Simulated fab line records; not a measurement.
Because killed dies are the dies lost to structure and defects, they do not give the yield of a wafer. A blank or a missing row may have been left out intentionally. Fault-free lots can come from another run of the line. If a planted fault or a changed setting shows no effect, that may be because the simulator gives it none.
A struck lot beside a sound one -- flow sky130 -- 36 steps out of a route of 708
Sound: wafers L596.1, L596.3, L596.4. Struck: wafers L603.2, L603.3. (L603.1 of the same lot was not struck and is left out.) The cause comes at the end.
For every step that has rows: the tool of each side, followed by ch and its chambers, followed by its first start. Under that, the readings that differ: sound wafers -- struck wafers -- difference of the means -- sigmas: that difference in standard deviations of wafers without a fault.
alike: words and numbers the same on both sides, and readings whose means are apart by under 2 such deviations; not compared: readings that were withheld, readings missing a value for some wafer, numbers with overlapping values and no deviation given by the record, and bounds like >300 which may hide the same value.
Wherever a step has rows on one side only, a row that says differs or no value, or a row with sigmas, the two part there. When numbers do not overlap yet have no deviation, they are printed without sigmas and do not part them. A reading missing from all wafers of one side parts the sides only when that side holds two or more wafers.

first, 9 steps without rows for these wafers: SKY_LOCAL_INTERCONNECT_PEB_09; SKY_LOCAL_INTERCONNECT_DEVELOP_10 (develop time 60 s); SKY_LOCAL_INTERCONNECT_ETCH_13 (etches BARC in N2/H2, stops on SiO2, time 45.9 s, target depth 60 nm); SKY_LOCAL_INTERCONNECT_METAL_ETCH_14 (etches TiN in Cl2/BCl3, stops on PSG, target depth 110 nm, time 31.4 s); SKY_LOCAL_INTERCONNECT_STRIP_15 (strips in O2/N2); SKY_LOCAL_INTERCONNECT_STRIP_16 (strips in post etch residue remover, time 1200 s); SKY_LOCAL_INTERCONNECT_CLEAN_17 (cleans in IPA, time 180 s); SKY_LOCAL_INTERCONNECT_CLEAN_18 (cleans in O3/DIW); SKY_CONTACT_CVD_00 (deposits Si3N4, target thk 75 nm).
SKY_CONTACT_HDPCVD_02: deposits SiO2, target thk 565 nm, time 94.2 s.
  sound on hdpcvd-02 ch 0,1, day 33 10:08; struck on hdpcvd-02 ch 0,2, day 35 21:48
reading,sound,struck,difference,sigmas
model.SiO2_of_CONTACT_HDPCVD_02.thk nm (nm),558.9 567.3 568,210 206.1,-357,
SKY_CONTACT_THK_MEAS_03:
  struck on film metro-01, day 35 21:52; sound on film metro-01, day 33 10:12
reading,sound,struck,difference,sigmas
CONTACT_HDPCVD_THK (nm),559 567 568,210 206,-357,-51
SKY_CONTACT_CMP_04: polishes SiO2.
  sound on cmp-02 ch 1,2,3, day 33 10:19; struck on cmp-02 ch 2,3, day 35 21:56
reading,sound,struck,difference,sigmas
time to endpoint s (s),81 85 86,40 42,-43,-10
  alike: motor current A, platen rpm
then, 9 steps without rows for these wafers: SKY_CONTACT_DEHYDRATE_06 (time 60 s); SKY_CONTACT_HMDS_07 (prime time 60 s); SKY_CONTACT_COAT_08 (resist thk 60 nm); SKY_CONTACT_COAT_09 (resist thk 450 nm); SKY_CONTACT_SOFTBAKE_10 (time 90 s); SKY_CONTACT_EXPOSE_11 (exposes mask CTM1, target cd 170 nm); SKY_CONTACT_PEB_12; SKY_CONTACT_DEVELOP_13 (develop time 60 s); SKY_CONTACT_ETCH_16 (etches BARC in N2/H2, stops on SiO2, time 45.9 s, target depth 60 nm).
SKY_CONTACT_ETCH_17: etches SiO2 in C4F8/O2/Ar, stops on Si3N4, target depth 340 nm.
  sound on rie diel-01 ch 1,2, day 34 14:19; struck on rie diel-03 ch 0,2, day 37 00:52
reading,sound,struck,difference,sigmas
oes product au (a.u.),0.893 0.890 0.890,0.706 0.695,-0.191,-41
model.CONTACT.feature depth nm (nm),337.5 338.9 339.1,210 206.1,-130,
model.etch.depth nm (nm),337.5 338.9 339.1,210 206.1,-130,
then, 12 steps without rows for these wafers: SKY_CONTACT_ETCH_18 (etches Si3N4 in CHF3/O2, stops on TiN, time 39 s, target depth 75 nm); SKY_CONTACT_STRIP_19 (strips in O2/N2); SKY_CONTACT_STRIP_20 (strips in post etch residue remover, time 1200 s); SKY_CONTACT_CLEAN_21 (cleans in IPA, time 180 s); SKY_CONTACT_CLEAN_22 (cleans in O3/DIW); SKY_CONTACT_SPUTTER_23 (material TiN, target thk 20 nm, time 80 s); SKY_CONTACT_CVD_24 (deposits W, target thk 340 nm, time 102.12 s); SKY_CONTACT_CMP_27 (polishes, stops on SiO2, t overpolish 15 s, target thk 0 nm); SKY_METAL1_SPUTTER_00 (material Ti, target thk 15 nm, time 10 s); SKY_METAL1_SPUTTER_01 (material TiN, target thk 20 nm, time 16.7 s); SKY_METAL1_SPUTTER_02 (material AlCu, target thk 250 nm, time 13.3 s); SKY_METAL1_SPUTTER_03 (material Ti, target thk 5 nm, time 3.3 s).
SKY_METAL1_METAL_ETCH_19: etches the open film in Cl2/BCl3, stops on SiO2, target depth 360 nm, time 78 s.
  sound on rie metal-02 ch 0,1, day 35 18:08; struck on rie metal-01 ch 0, day 38 06:01
reading,sound,struck,difference,sigmas
model.SiO2_of_CONTACT_HDPCVD_02.thk nm (nm),323.6 324.8 325.2,195.7 191.8,-130.8,
  alike: drypump motor current A, he backside leak sccm, oes product au, throttle valve pct
  not compared: rf hours counter h
-- the record jumps here: 12 days lie between the struck wafers' starts before and after (it left off in module METAL1 and takes up again in module PAD_OPEN, whose first step shown is number 708 of the route) --
SKY_PAD_OPEN_PROBE_99:
  struck on prober-02, day 50 04:49; sound on prober-02, day 48 08:25
reading,sound,struck,difference,sigmas
model.etest.met1 comb.leak log10 a um,-11.96 -12.04 -11.99,-7.066 -7.083,+4.922,
  not compared: model.etest.mcon chain.rc ohm

== WHERE THEY PART ==
At SKY_CONTACT_THK_MEAS_03 first; at SKY_CONTACT_ETCH_17 last (within this record only). Later steps at which nothing parts them and some readings are alike: SKY_METAL1_METAL_ETCH_19.

WHY: the cause the simulator had injected
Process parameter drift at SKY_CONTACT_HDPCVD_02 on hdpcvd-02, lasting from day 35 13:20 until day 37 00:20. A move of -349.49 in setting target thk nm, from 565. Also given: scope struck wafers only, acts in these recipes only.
